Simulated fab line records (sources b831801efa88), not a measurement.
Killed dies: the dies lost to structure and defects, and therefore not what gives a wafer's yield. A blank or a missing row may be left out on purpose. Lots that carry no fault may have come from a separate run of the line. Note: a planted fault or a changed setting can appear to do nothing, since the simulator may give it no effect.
fab line records / flow sky130
[record] lots = 6 wafers = 18 lastDay = 50
route steps=708 shown VT_ADJUST_LVTN@99 PAD_OPEN@708
lots untouched by any fault: they come from a run of this same line in which no faults occurred
startH: start of the lot's first displayed wafer, in hours after the record's first day / waitH: time in hours since the lot's previous step / " as in the row above / L1.1+2: a single row standing in for several wafers / - either no value or no given start / * or withheld: withheld / < > ~ a bound
route shown NAME@n: NAME is a module with steps in the file, n the number in the route of the first one / usual: mean/standard deviation of fault-free wafers / same: alike in all rows / chamber/n: place in a boat / sites: readings site by site / _std_site: how widely they spread, as a standard deviation / _edge_site: inner sites' mean taken away from outer sites' mean / radiusMm: how far each site lies from the wafer's centre / mask NAME#n: copy n / behind: the tool/chamber that last shaped the wafer / hold: what put the lot on hold/how long, in hours/how the hold closed / device: names the non-switching transistor (n, p or np) / end of line: the route-end tests of the same wafers / step lacking rows: just its recipe / killed: dies that structure and defects cost at the first sort, which is not the same as the wafer's yield / map: a wafer's dies, x killed, . not, _ none there
set.NAME: the setting that was run; set.NAME@STEP: the one run at that earlier step / model.NAME: the simulator's own value behind a step, which no gauge read
lots at some steps of the route; a table a step, a row a wafer
services: when a tool's chamber went out of use (startH, in hours from the record's first day, below 0 if earlier), for how many hours, and the reason
[[steps]]
[step SKY_VT_ADJUST_LVTN_COAT_02]
[recipe] spinRpm = 2000 resistThkNm = 3000
[step SKY_VT_ADJUST_LVTN_SOFTBAKE_03]
[recipe] tempC = 110 timeS = withheld
[step SKY_VT_ADJUST_LVTN_EXPOSE_04]
[recipe] maskId = NWM_COMPLEMENT_LESS_NATIVE na = 0.6 sourceShape = conventional sigmaOuter = 0.6 polarization = unpolarized targetCdNm = 840 doseMj = 194
[step SKY_VT_ADJUST_LVTN_PEB_05]
[recipe] tempC = 115 timeS = withheld
[step SKY_VT_ADJUST_LVTN_DEVELOP_06]
[recipe] wallAngleDeg = 90 developer = TMAH developTimeS = 60 devTempC = 23
[step SKY_VT_ADJUST_LVTN_OVL_MEAS_07]
[usual] VT_ADJUST_LVTN_OVL = 0.7/1.3
lot.wafer=L483.2 tool=overlay-02 chamber=- startH=142.19 waitH=- VT_ADJUST_LVTN_OVL[nm]=0.2
lot.wafer=L483.3 tool=overlay-02 chamber=- startH=142.19 waitH=- VT_ADJUST_LVTN_OVL[nm]=1.1
lot.wafer=L483.5 tool=overlay-02 chamber=- startH=142.19 waitH=- VT_ADJUST_LVTN_OVL[nm]=-0.3
lot.wafer=L485.1 tool=overlay-02 chamber=- startH=152.83 waitH=- VT_ADJUST_LVTN_OVL[nm]=0.2
lot.wafer=L485.4 tool=overlay-02 chamber=- startH=152.83 waitH=- VT_ADJUST_LVTN_OVL[nm]=0.4
lot.wafer=L485.6 tool=overlay-02 chamber=- startH=152.83 waitH=- VT_ADJUST_LVTN_OVL[nm]=0.5
lot.wafer=L500.1 tool=overlay-02 chamber=- startH=254.83 waitH=- VT_ADJUST_LVTN_OVL[nm]=-1.0
lot.wafer=L500.4 tool=overlay-02 chamber=- startH=254.83 waitH=- VT_ADJUST_LVTN_OVL[nm]=-0.6
lot.wafer=L500.6 tool=overlay-02 chamber=- startH=254.83 waitH=- VT_ADJUST_LVTN_OVL[nm]=1.6
lot.wafer=L501.3 tool=overlay-02 chamber=- startH=261.98 waitH=- VT_ADJUST_LVTN_OVL[nm]=-1.4
lot.wafer=L501.5 tool=overlay-02 chamber=- startH=261.98 waitH=- VT_ADJUST_LVTN_OVL[nm]=-2.1
lot.wafer=L501.6 tool=overlay-02 chamber=- startH=261.98 waitH=- VT_ADJUST_LVTN_OVL[nm]=-0.6
lot.wafer=L504.1 tool=overlay-02 chamber=- startH=285.95 waitH=- VT_ADJUST_LVTN_OVL[nm]=1.7
lot.wafer=L504.5 tool=overlay-02 chamber=- startH=285.95 waitH=- VT_ADJUST_LVTN_OVL[nm]=-0.1
lot.wafer=L504.6 tool=overlay-02 chamber=- startH=285.95 waitH=- VT_ADJUST_LVTN_OVL[nm]=2.7
lot.wafer=L506.1 tool=overlay-01 chamber=- startH=290.20 waitH=- VT_ADJUST_LVTN_OVL[nm]=0.3
lot.wafer=L506.3 tool=overlay-01 chamber=- startH=290.20 waitH=- VT_ADJUST_LVTN_OVL[nm]=0.8
lot.wafer=L506.4 tool=overlay-01 chamber=- startH=290.20 waitH=- VT_ADJUST_LVTN_OVL[nm]=-1.0
[step SKY_VT_ADJUST_LVTN_IMPLANT_08]
[recipe] species = B energyKev = 29.61 doseCm2 = 1.57e+12 tiltDeg = withheld
[step SKY_VT_ADJUST_LVTN_STRIP_09]
[recipe] chemistry = O2/N2 powerW = 1400 pressureMtorr = 1500 platenTempC = withheld o2FlowSccm = 3000 n2FlowSccm = 300 overashFraction = 0.5
[usual] chamberPressureMTorr = 1500.0/1.4 drypumpMotorCurrentA = 5.8/0.33 oesProductAu = 0.723/0.0039 stripTimeToEndpointS = 36.97/0.098
lot.wafer=L483.2 tool=plasmaAsher-03 chamber=1 startH=142.37 waitH=0.1 chamberPressureMTorr=1500.9 drypumpMotorCurrentA=5.6 oesProductAu=0.723 rfHoursCounterH=46 stripTimeToEndpointS=36.97
lot.wafer=L483.3 tool=plasmaAsher-03 chamber=0 startH=142.37 waitH=0.1 chamberPressureMTorr=1500.9 drypumpMotorCurrentA=5.6 oesProductAu=0.722 rfHoursCounterH=- stripTimeToEndpointS=36.99
lot.wafer=L483.5 tool=plasmaAsher-03 chamber=0 startH=142.37 waitH=0.1 chamberPressureMTorr=1501.1 drypumpMotorCurrentA=5.6 oesProductAu=0.723 rfHoursCounterH=- stripTimeToEndpointS=37.09
lot.wafer=L485.1 tool=plasmaAsher-03 chamber=1 startH=153.02 waitH=0.1 chamberPressureMTorr=1498.8 drypumpMotorCurrentA=5.7 oesProductAu=0.722 rfHoursCounterH=47 stripTimeToEndpointS=36.81
lot.wafer=L485.4 tool=plasmaAsher-03 chamber=1 startH=153.02 waitH=0.1 chamberPressureMTorr=1501.4 drypumpMotorCurrentA=5.6 oesProductAu=0.722 rfHoursCounterH=- stripTimeToEndpointS=36.75
lot.wafer=L485.6 tool=plasmaAsher-03 chamber=1 startH=153.02 waitH=0.1 chamberPressureMTorr=1500.6 drypumpMotorCurrentA=5.7 oesProductAu=0.722 rfHoursCounterH=- stripTimeToEndpointS=36.78
lot.wafer=L500.1 tool=plasmaAsher-03 chamber=0 startH=255.02 waitH=0.1 chamberPressureMTorr=1501.1 drypumpMotorCurrentA=5.6 oesProductAu=0.732 rfHoursCounterH=57 stripTimeToEndpointS=37.17
lot.wafer=L500.4 tool=plasmaAsher-03 chamber=0 startH=255.02 waitH=0.1 chamberPressureMTorr=1501.6 drypumpMotorCurrentA=5.6 oesProductAu=0.725 rfHoursCounterH=- stripTimeToEndpointS=37.11
lot.wafer=L500.6 tool=plasmaAsher-03 chamber=0 startH=255.02 waitH=0.1 chamberPressureMTorr=1499.1 drypumpMotorCurrentA=5.6 oesProductAu=0.726 rfHoursCounterH=- stripTimeToEndpointS=37.17
lot.wafer=L501.3 tool=plasmaAsher-04 chamber=0 startH=262.19 waitH=0.1 chamberPressureMTorr=1499.7 drypumpMotorCurrentA=5.9 oesProductAu=0.721 rfHoursCounterH=- stripTimeToEndpointS=36.97
lot.wafer=L501.5 tool=plasmaAsher-04 chamber=0 startH=262.19 waitH=0.1 chamberPressureMTorr=1497.8 drypumpMotorCurrentA=5.9 oesProductAu=0.725 rfHoursCounterH=- stripTimeToEndpointS=36.88
lot.wafer=L501.6 tool=plasmaAsher-04 chamber=1 startH=262.19 waitH=0.1 chamberPressureMTorr=1499.9 drypumpMotorCurrentA=6.3 oesProductAu=0.715 rfHoursCounterH=- stripTimeToEndpointS=36.90
lot.wafer=L504.1 tool=plasmaAsher-01 chamber=0 startH=286.14 waitH=0.1 chamberPressureMTorr=1499.3 drypumpMotorCurrentA=5.2 oesProductAu=0.726 rfHoursCounterH=61 stripTimeToEndpointS=36.73
lot.wafer=L504.5 tool=plasmaAsher-01 chamber=0 startH=286.14 waitH=0.1 chamberPressureMTorr=1498.1 drypumpMotorCurrentA=5.3 oesProductAu=0.725 rfHoursCounterH=- stripTimeToEndpointS=36.81
lot.wafer=L504.6 tool=plasmaAsher-01 chamber=1 startH=286.14 waitH=0.1 chamberPressureMTorr=1500.2 drypumpMotorCurrentA=5.7 oesProductAu=0.715 rfHoursCounterH=- stripTimeToEndpointS=36.91
lot.wafer=L506.1 tool=plasmaAsher-03 chamber=0 startH=290.39 waitH=0.1 chamberPressureMTorr=1496.7 drypumpMotorCurrentA=5.6 oesProductAu=0.729 rfHoursCounterH=60 stripTimeToEndpointS=36.85
lot.wafer=L506.3 tool=plasmaAsher-03 chamber=0 startH=290.39 waitH=0.1 chamberPressureMTorr=1498.9 drypumpMotorCurrentA=5.6 oesProductAu=0.717 rfHoursCounterH=- stripTimeToEndpointS=36.84
lot.wafer=L506.4 tool=plasmaAsher-03 chamber=1 startH=290.39 waitH=0.1 chamberPressureMTorr=1503.3 drypumpMotorCurrentA=5.7 oesProductAu=0.725 rfHoursCounterH=- stripTimeToEndpointS=36.80
[step SKY_VT_ADJUST_LVTN_TW_MEAS_10]
[usual] VT_ADJUST_LVTN_TW = 241.2/2.4
lot.wafer=L483.2 tool=filmMetro-03 chamber=- startH=142.48 waitH=0.1 VT_ADJUST_LVTN_TW=243.9
lot.wafer=L483.3 tool=filmMetro-03 chamber=- startH=142.48 waitH=0.1 VT_ADJUST_LVTN_TW=243.5
lot.wafer=L483.5 tool=filmMetro-03 chamber=- startH=142.48 waitH=0.1 VT_ADJUST_LVTN_TW=242.7
lot.wafer=L485.1 tool=filmMetro-02 chamber=- startH=153.12 waitH=0.1 VT_ADJUST_LVTN_TW=242.7
lot.wafer=L485.4 tool=filmMetro-02 chamber=- startH=153.12 waitH=0.1 VT_ADJUST_LVTN_TW=240.8
lot.wafer=L485.6 tool=filmMetro-02 chamber=- startH=153.12 waitH=0.1 VT_ADJUST_LVTN_TW=241.7
lot.wafer=L500.1 tool=filmMetro-02 chamber=- startH=255.12 waitH=0.1 VT_ADJUST_LVTN_TW=242.7
lot.wafer=L500.4 tool=filmMetro-02 chamber=- startH=255.12 waitH=0.1 VT_ADJUST_LVTN_TW=242.8
lot.wafer=L500.6 tool=filmMetro-02 chamber=- startH=255.12 waitH=0.1 VT_ADJUST_LVTN_TW=243.3
lot.wafer=L501.3 tool=filmMetro-01 chamber=- startH=262.27 waitH=0.1 VT_ADJUST_LVTN_TW=236.4
lot.wafer=L501.5 tool=filmMetro-01 chamber=- startH=262.27 waitH=0.1 VT_ADJUST_LVTN_TW=237.6
lot.wafer=L501.6 tool=filmMetro-01 chamber=- startH=262.27 waitH=0.1 VT_ADJUST_LVTN_TW=237.2
lot.wafer=L504.1 tool=filmMetro-01 chamber=- startH=286.24 waitH=0.1 VT_ADJUST_LVTN_TW=237.1
lot.wafer=L504.5 tool=filmMetro-01 chamber=- startH=286.24 waitH=0.1 VT_ADJUST_LVTN_TW=236.3
lot.wafer=L504.6 tool=filmMetro-01 chamber=- startH=286.24 waitH=0.1 VT_ADJUST_LVTN_TW=238.6
lot.wafer=L506.1 tool=filmMetro-03 chamber=- startH=290.49 waitH=0.1 VT_ADJUST_LVTN_TW=244.1
lot.wafer=L506.3 tool=filmMetro-03 chamber=- startH=290.49 waitH=0.1 VT_ADJUST_LVTN_TW=242.2
lot.wafer=L506.4 tool=filmMetro-03 chamber=- startH=290.49 waitH=0.1 VT_ADJUST_LVTN_TW=243.3
[step SKY_VT_ADJUST_LVTN_DEHYDRATE_11]
[recipe] tempC = 200 timeS = 60
[step SKY_VT_ADJUST_LVTN_HMDS_12]
[recipe] primeTimeS = 60 primeTempC = 120
[step SKY_VT_ADJUST_LVTN_COAT_13]
[recipe] resist = NOVOLAK spinRpm = 3000 resistThkNm = 1140
[step SKY_VT_ADJUST_LVTN_SOFTBAKE_14]
[recipe] tempC = 90 timeS = 60 resist = NOVOLAK
[usual] chillPlateTempC = 23.00/0.088 heaterPowerTotalW = 56.60/0.043 plateTempC = 90.00/0.14
lot.wafer=L483.2 tool=lithoTrack-02 chamber=0 startH=152.94 waitH=0.1 chillPlateTempC=23.07 heaterPowerTotalW=56.64 plateTempC=89.89
lot.wafer=L483.3 tool=lithoTrack-02 chamber=0 startH=152.94 waitH=0.1 chillPlateTempC=22.99 heaterPowerTotalW=56.64 plateTempC=89.81
lot.wafer=L483.5 tool=lithoTrack-02 chamber=0 startH=152.94 waitH=0.1 chillPlateTempC=22.94 heaterPowerTotalW=56.57 plateTempC=89.69
lot.wafer=L485.1 tool=lithoTrack-04 chamber=0 startH=163.03 waitH=0.1 chillPlateTempC=23.02 heaterPowerTotalW=56.57 plateTempC=90.20
lot.wafer=L485.4 tool=lithoTrack-04 chamber=0 startH=163.03 waitH=0.1 chillPlateTempC=23.04 heaterPowerTotalW=56.61 plateTempC=90.13
lot.wafer=L485.6 tool=lithoTrack-04 chamber=0 startH=163.03 waitH=0.1 chillPlateTempC=22.93 heaterPowerTotalW=56.69 plateTempC=90.02
lot.wafer=L500.1 tool=lithoTrack-02 chamber=0 startH=266.77 waitH=0.1 chillPlateTempC=23.16 heaterPowerTotalW=55.32 plateTempC=88.77
lot.wafer=L500.4 tool=lithoTrack-02 chamber=0 startH=266.77 waitH=0.1 chillPlateTempC=23.30 heaterPowerTotalW=55.32 plateTempC=88.72
lot.wafer=L500.6 tool=lithoTrack-02 chamber=0 startH=266.77 waitH=0.1 chillPlateTempC=23.07 heaterPowerTotalW=55.35 plateTempC=88.80
lot.wafer=L501.3 tool=lithoTrack-02 chamber=0 startH=274.02 waitH=0.1 chillPlateTempC=22.91 heaterPowerTotalW=55.30 plateTempC=88.45
lot.wafer=L501.5 tool=lithoTrack-02 chamber=0 startH=274.02 waitH=0.1 chillPlateTempC=22.97 heaterPowerTotalW=55.31 plateTempC=88.60
lot.wafer=L501.6 tool=lithoTrack-02 chamber=0 startH=274.02 waitH=0.1 chillPlateTempC=23.06 heaterPowerTotalW=55.38 plateTempC=88.59
lot.wafer=L504.1 tool=lithoTrack-04 chamber=0 startH=297.43 waitH=0.1 chillPlateTempC=22.98 heaterPowerTotalW=56.61 plateTempC=89.89
lot.wafer=L504.5 tool=lithoTrack-04 chamber=0 startH=297.43 waitH=0.1 chillPlateTempC=22.96 heaterPowerTotalW=56.57 plateTempC=89.85
lot.wafer=L504.6 tool=lithoTrack-04 chamber=0 startH=297.43 waitH=0.1 chillPlateTempC=23.07 heaterPowerTotalW=56.63 plateTempC=89.91
lot.wafer=L506.1 tool=lithoTrack-03 chamber=0 startH=304.95 waitH=0.1 chillPlateTempC=23.01 heaterPowerTotalW=56.55 plateTempC=90.08
lot.wafer=L506.3 tool=lithoTrack-03 chamber=0 startH=304.95 waitH=0.1 chillPlateTempC=22.96 heaterPowerTotalW=56.63 plateTempC=90.36
lot.wafer=L506.4 tool=lithoTrack-03 chamber=0 startH=304.95 waitH=0.1 chillPlateTempC=23.00 heaterPowerTotalW=56.64 plateTempC=90.02
[step SKY_VT_ADJUST_LVTN_EXPOSE_15]
[recipe] maskId = HVN_STD_DERIVED na = 0.6 sourceShape = conventional sigmaOuter = 0.6 polarization = unpolarized targetCdNm = 600 doseMj = 163
[step SKY_PAD_OPEN_PROBE_99]
[usual] killed_at_M0_to_M3 = 44/6.6 killed_at_M4_up = 3.0/1.9 killedAtContacts = 24/5.1 killedAtFrontEnd = 16/4.6 killedAtOther = 0.3/0.59 killedDies = 88/9.5 killedOpen = 48/6.7 killedShort = 40/6.1
[same] grossDies = 492 killedAtBackSide = 0
lot.wafer=L483.2 tool=prober-02 chamber=- startH=1102.52 waitH=0.1 killed_at_M0_to_M3=39 killed_at_M4_up=4 killedAtContacts=23 killedAtFrontEnd=18 killedAtOther=1 killedDies=85 killedOpen=47 killedShort=38
lot.wafer=L483.3 tool=prober-02 chamber=- startH=1102.57 waitH=0.2 killed_at_M0_to_M3=48 killed_at_M4_up=3 killedAtContacts=19 killedAtFrontEnd=16 killedAtOther=0 killedDies=86 killedOpen=49 killedShort=37
lot.wafer=L483.5 tool=prober-02 chamber=- startH=1102.67 waitH=0.2 killed_at_M0_to_M3=53 killed_at_M4_up=2 killedAtContacts=22 killedAtFrontEnd=8 killedAtOther=0 killedDies=85 killedOpen=47 killedShort=38
lot.wafer=L485.1 tool=prober-01 chamber=- startH=1108.41 waitH=0.1 killed_at_M0_to_M3=51 killed_at_M4_up=3 killedAtContacts=26 killedAtFrontEnd=13 killedAtOther=1 killedDies=94 killedOpen=44 killedShort=48
lot.wafer=L485.4 tool=prober-01 chamber=- startH=1108.56 waitH=0.2 killed_at_M0_to_M3=41 killed_at_M4_up=3 killedAtContacts=21 killedAtFrontEnd=23 killedAtOther=1 killedDies=89 killedOpen=43 killedShort=45
lot.wafer=L485.6 tool=prober-01 chamber=- startH=1108.66 waitH=0.2 killed_at_M0_to_M3=51 killed_at_M4_up=1 killedAtContacts=27 killedAtFrontEnd=9 killedAtOther=1 killedDies=89 killedOpen=51 killedShort=38
lot.wafer=L500.1 tool=prober-01 chamber=- startH=1175.52 waitH=0.1 killed_at_M0_to_M3=54 killed_at_M4_up=6 killedAtContacts=21 killedAtFrontEnd=18 killedAtOther=0 killedDies=99 killedOpen=49 killedShort=50
lot.wafer=L500.4 tool=prober-01 chamber=- startH=1175.67 waitH=0.2 killed_at_M0_to_M3=39 killed_at_M4_up=2 killedAtContacts=19 killedAtFrontEnd=20 killedAtOther=0 killedDies=80 killedOpen=45 killedShort=35
lot.wafer=L500.6 tool=prober-01 chamber=- startH=1175.77 waitH=0.2 killed_at_M0_to_M3=42 killed_at_M4_up=5 killedAtContacts=23 killedAtFrontEnd=13 killedAtOther=0 killedDies=83 killedOpen=40 killedShort=42
lot.wafer=L504.1 tool=prober-02 chamber=- startH=1197.49 waitH=0.1 killed_at_M0_to_M3=45 killed_at_M4_up=1 killedAtContacts=15 killedAtFrontEnd=22 killedAtOther=0 killedDies=83 killedOpen=48 killedShort=35
lot.wafer=L504.5 tool=prober-02 chamber=- startH=1197.69 waitH=0.2 killed_at_M0_to_M3=36 killed_at_M4_up=2 killedAtContacts=25 killedAtFrontEnd=21 killedAtOther=0 killedDies=84 killedOpen=49 killedShort=35
lot.wafer=L504.6 tool=prober-02 chamber=- startH=1197.74 waitH=0.2 killed_at_M0_to_M3=34 killed_at_M4_up=0 killedAtContacts=23 killedAtFrontEnd=14 killedAtOther=0 killedDies=71 killedOpen=41 killedShort=30
// killed by level:class
L483.2 VIA2:geometricParticle:open=11 LI_CONTACT:geometricParticle:open=7 CONTACT:geometricParticle:open=7 FIELD_ISO:geometricParticle:open=6 LOCAL_INTERCONNECT:geometricParticle:short=6 VIA1:geometricParticle:open=6 VIA3:geometricParticle:open=5 METAL4:geometricParticle:short=4
L483.3 CONTACT:geometricParticle:open=9 VIA1:geometricParticle:open=9 VIA2:geometricParticle:open=9 VIA3:geometricParticle:open=7 METAL2:geometricParticle:short=6 POLY_GATE:geometricParticle:open=5 METAL1:geometricParticle:short=5 POLY_GATE:geometricParticle:short=4
L483.5 VIA1:geometricParticle:open=11 VIA2:geometricParticle:open=10 LI_CONTACT:geometricParticle:open=7 CONTACT:geometricParticle:open=7 VIA3:geometricParticle:open=6 LI_CONTACT:geometricParticle:short=5 METAL1:geometricParticle:short=5 METAL3:geometricParticle:short=5
L485.1 VIA1:geometricParticle:open=13 METAL1:geometricParticle:short=9 VIA3:geometricParticle:open=9 LI_CONTACT:geometricParticle:open=8 METAL2:geometricParticle:short=7 CONTACT:geometricParticle:open=6 LI_CONTACT:geometricParticle:short=5 CONTACT:geometricParticle:short=5
L485.4 POLY_GATE:geometricParticle:short=9 VIA1:geometricParticle:open=7 METAL2:geometricParticle:short=6 POLY_GATE:geometricParticle:open=6 VIA3:geometricParticle:open=6 CONTACT:geometricParticle:short=6 CONTACT:geometricParticle:open=6 METAL1:geometricParticle:short=6
L485.6 VIA2:geometricParticle:open=10 CONTACT:geometricParticle:open=9 LI_CONTACT:geometricParticle:open=8 VIA1:geometricParticle:open=7 CONTACT:geometricParticle:short=6 METAL2:geometricParticle:short=6 METAL1:geometricParticle:short=6 VIA1:geometricParticle:short=5
L500.1 CONTACT:geometricParticle:open=12 FIELD_ISO:geometricParticle:short=9 VIA1:geometricParticle:open=9 VIA3:geometricParticle:open=9 VIA1:geometricParticle:short=7 METAL2:geometricParticle:short=7 VIA2:geometricParticle:short=7 VIA2:geometricParticle:open=5
L500.4 VIA1:geometricParticle:open=11 FIELD_ISO:geometricParticle:open=9 CONTACT:geometricParticle:open=8 LI_CONTACT:geometricParticle:open=6 VIA3:geometricParticle:open=6 FIELD_ISO:geometricParticle:short=5 CONTACT:geometricParticle:short=4 METAL1:geometricParticle:short=4
L500.6 VIA1:geometricParticle:open=13 CONTACT:geometricParticle:open=11 METAL1:geometricParticle:short=9 VIA3:geometricParticle:short=6 POLY_GATE:geometricParticle:short=4 METAL2:geometricParticle:short=4 CONTACT:geometricParticle:short=4 VIA2:geometricParticle:open=4
L504.1 VIA1:geometricParticle:open=19 CONTACT:geometricParticle:open=9 FIELD_ISO:geometricParticle:open=8 METAL1:geometricParticle:short=7 VIA1:geometricParticle:short=6 FIELD_ISO:geometricParticle:short=4 POLY_GATE:geometricParticle:short=4 METAL2:geometricParticle:short=4
L504.5 VIA1:geometricParticle:open=12 CONTACT:geometricParticle:open=11 FIELD_ISO:geometricParticle:open=10 LOCAL_INTERCONNECT:geometricParticle:short=6 VIA1:geometricParticle:short=6 METAL2:geometricParticle:short=6 POLY_GATE:geometricParticle:open=3 VIA2:geometricParticle:open=3
L504.6 LI_CONTACT:geometricParticle:open=8 FIELD_ISO:geometricParticle:open=7 CONTACT:geometricParticle:open=7 METAL1:geometricParticle:short=7 LOCAL_INTERCONNECT:geometricParticle:short=6 VIA1:geometricParticle:open=5 VIA3:geometricParticle:open=5 VIA2:geometricParticle:open=3
[[services]]
tool=plasmaAsher-03 chamber=- startH=130.70 hours=2.4 kind=repair
[[key]]
[firstSign] step = SKY_VT_ADJUST_LVTN_SOFTBAKE_14 reading = heaterPowerTotalW direction = down sigmas = 29 usual = * struck = *
[effect] step = SKY_VT_ADJUST_LVTN_SOFTBAKE_14 reading = plateTempC direction = down sigmas = 9.9 usual = * struck = *
metAt SKY_VT_ADJUST_LVTN_SOFTBAKE_14
struckWafers L500.1,L500.4,L500.6,L501.3,L501.5,L501.6
testerLeftOut L500,L501
onsetBetween 152.94 266.77
[fault] kind = processParameterDrift tool = lithoTrack-02 chamber = - onsetH = 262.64 steps = SKY_VT_ADJUST_LVTN_SOFTBAKE_14 channel = tempC offset = * shape = step endH = 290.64 actsIn = * stated = *
// testerLeftOut: of these lots the tester's yield and bins aren't shown, on N5 and GAA mostly nor the transistor test; their killed dies are dies lost to structure and defects alone, not to doping, threshold or leakage, so they don't give the yield
